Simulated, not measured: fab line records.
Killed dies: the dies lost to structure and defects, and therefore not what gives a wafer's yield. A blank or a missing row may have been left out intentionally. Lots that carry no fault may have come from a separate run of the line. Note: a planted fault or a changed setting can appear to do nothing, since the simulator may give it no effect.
One fault through the eyes of 2 desks ; flow gf180mcu ; each desk has only its own numbers; what lay behind them comes last

== DESK OF THE TOOL OWNER: litho_track-03 ==
The tool's own readings at GF_CONTACT_DEVELOP_13 (develop time 60 s): means of the sampled wafers that have a number, for each lot that ran on this tool. Marked OUT: a lot whose mean sits more than 4 standard deviations from the usual mean, which makes it out of limits; the brackets give that distance.
Columns: A = developer_temp_C at GF_CONTACT_DEVELOP_13, usual 21.02 C; B = exhaust_pa at GF_CONTACT_DEVELOP_13, usual 44.9 Pa
lot;first seen here;A;B
L483;day 16 04:58;21.04;45.5
L484;day 16 12:07;20.97;44.7
L486;day 17 04:10;21.95 (+8.4) OUT;45.9
L488;day 17 23:49;21.85 (+7.6) OUT;45.2
L497;day 21 07:44;20.81;45.2
L502;day 22 22:22;20.99;44.8
L506;day 24 06:55;20.93;43.8
This desk's finding: out of limits on L486, L488; first on L486, day 17 04:10 (developer_temp_C at GF_CONTACT_DEVELOP_13). Within limits: L483, L484, L497, L502, L506.

== METROLOGY DESK ==
What the gauges read for every lot (on any tool): the sampled wafers with a number, averaged. Marked OUT: a lot whose mean sits more than 4 standard deviations from the usual mean, which makes it out of limits; the brackets give that distance.
Columns: A = SALICIDE_TIN_THK at GF_SALICIDE_THK_MEAS_05, usual 19.94 nm; B = CONTACT_CVD_02_THK at GF_CONTACT_THK_MEAS_03, usual 856 nm
lot;first seen here;A;B
L483;day 15 06:17;19.86;862
L484;day 15 13:26;19.98;860
L485;day 16 01:19;19.89;857
L486;day 16 04:41;19.52;842
L487;day 16 14:58;19.74;834
L488;day 16 23:17;19.67;864
L497;day 20 06:16;20.01;856
L498;day 20 15:42;19.69;878
L501;day 21 15:34;20.13;868
L502;day 21 22:07;20.31;852
L503;day 22 03:14;20.00;852
L504;day 22 19:32;20.18;866
L505;day 23 00:41;20.17;867
L506;day 23 07:55;19.98;853
This desk found nothing out of limits on any of the 14 lots.

== TAKEN TOGETHER ==
On L486, L488, at day 17 04:10, an alarm was possible from the tool owner's desk.
At the metrology desk, nothing out of limits was observed.
The metrology desk holds a record of L486, L488, inside its limits.
The lots listed all ran GF_CONTACT_DEVELOP_13 on litho_track-03.

== WHAT THE SIMULATOR PUT IN ==
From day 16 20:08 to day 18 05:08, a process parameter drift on litho_track-03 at GF_CONTACT_DEVELOP_13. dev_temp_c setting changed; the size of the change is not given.
Lots struck among those shown: L486, L488.
Each desk's first reading out of limits, in hours after the fault started: the tool owner's desk, 8.
